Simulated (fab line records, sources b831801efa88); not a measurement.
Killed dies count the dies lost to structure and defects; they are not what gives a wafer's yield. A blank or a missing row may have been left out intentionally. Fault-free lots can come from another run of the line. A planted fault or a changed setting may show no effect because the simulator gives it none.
Struck lot and sound lot, side by side || flow sky130 || 18 out of 708 route steps
Sound: the wafers L766.2, L766.5, L766.6. Struck: wafers L771.3, L771.4, L771.5. At the end, the cause is stated.
Order at every step that has rows: each side's tool, ch and its chambers, its first start. Under that, the readings that differ: sound wafers || struck wafers || difference of the means || sigmas: that difference in standard deviations of wafers without a fault.
alike: same words and numbers on both sides, and readings whose means sit less than 2 such deviations apart. not compared: any withheld reading, any reading some wafer has no value for, any bound like >300 that may hide the same value, and any number with overlapping values for which the record gives no deviation.
Wherever a step has rows on one side only, a row that says differs or no value, or a row with sigmas, the two part there. Non-overlapping numbers with no deviation appear without sigmas and do not part them. A reading missing from all wafers of one side parts the sides only when that side holds two or more wafers.

first, 6 steps without rows for these wafers: SKY_DNWELL_COAT_02 (resist thk 3000 nm); SKY_DNWELL_SOFTBAKE_03; SKY_DNWELL_EXPOSE_04 (exposes mask DNM, target cd 3000 nm); SKY_DNWELL_PEB_05; SKY_DNWELL_DEVELOP_06 (develop time 60 s); SKY_DNWELL_IMPLANT_07.
SKY_DNWELL_STRIP_08: strips in O2/N2.
  sound on plasma_asher-02 ch 0,1, day 3 16:30; struck on plasma_asher-02 ch 0,1, day 5 00:03
  alike: drypump_motor_current_A, oes_product_au, strip_time_to_endpoint_s
  not compared: rf_hours_counter_h
SKY_DNWELL_TW_MEAS_09:
  sound: film_metro-01 at day 3 16:37; struck: film_metro-03 at day 5 00:08
  alike: DNWELL_TW
then, 4 steps without rows for these wafers: SKY_PWDE_DEHYDRATE_00 (time 60 s); SKY_PWDE_HMDS_01 (prime time 60 s); SKY_PWDE_COAT_02 (resist thk 3000 nm); SKY_PWDE_SOFTBAKE_03.
SKY_PWDE_EXPOSE_04: exposes mask PWDEM, target cd 840 nm.
  sound on iline_stepper-02 ch 0, day 4 00:37; struck on iline_stepper-01 ch 0, day 5 10:00
  alike: mask
then, 2 steps without rows for these wafers: SKY_PWDE_PEB_05; SKY_PWDE_DEVELOP_06 (develop time 60 s).
SKY_PWDE_OVL_MEAS_07:
  sound: overlay-01 at day 4 07:49; struck: overlay-01 at day 5 17:35
{"reading": "PWDE_OVL (nm)", "sound": "-0.9 -1.4 -0.3", "struck": "6.2 6.8 5.6", "difference": "+7.1", "sigmas": "+4"}
next, for these wafers, 1 step has no rows: SKY_PWDE_IMPLANT_08.
-- the record jumps here: 42 days lie between the struck wafers' starts before and after (it left off in module PWDE and takes up again in module PAD_OPEN, whose first step shown is number 708 of the route) --
SKY_PAD_OPEN_PROBE_99:
  sound: prober-01 at day 46 10:40; struck: prober-02 at day 48 00:52
  alike: killed_at_M0_to_M3, killed_at_M4_up, killed_at_contacts, killed_at_front_end, killed_at_other, killed_dies, killed_open, killed_short

== WHERE THEY PART ==
SKY_PWDE_OVL_MEAS_07 only, going by this record. Later steps at which nothing parts them and some readings are alike: SKY_PAD_OPEN_PROBE_99.

WHY: whatever the simulator had introduced
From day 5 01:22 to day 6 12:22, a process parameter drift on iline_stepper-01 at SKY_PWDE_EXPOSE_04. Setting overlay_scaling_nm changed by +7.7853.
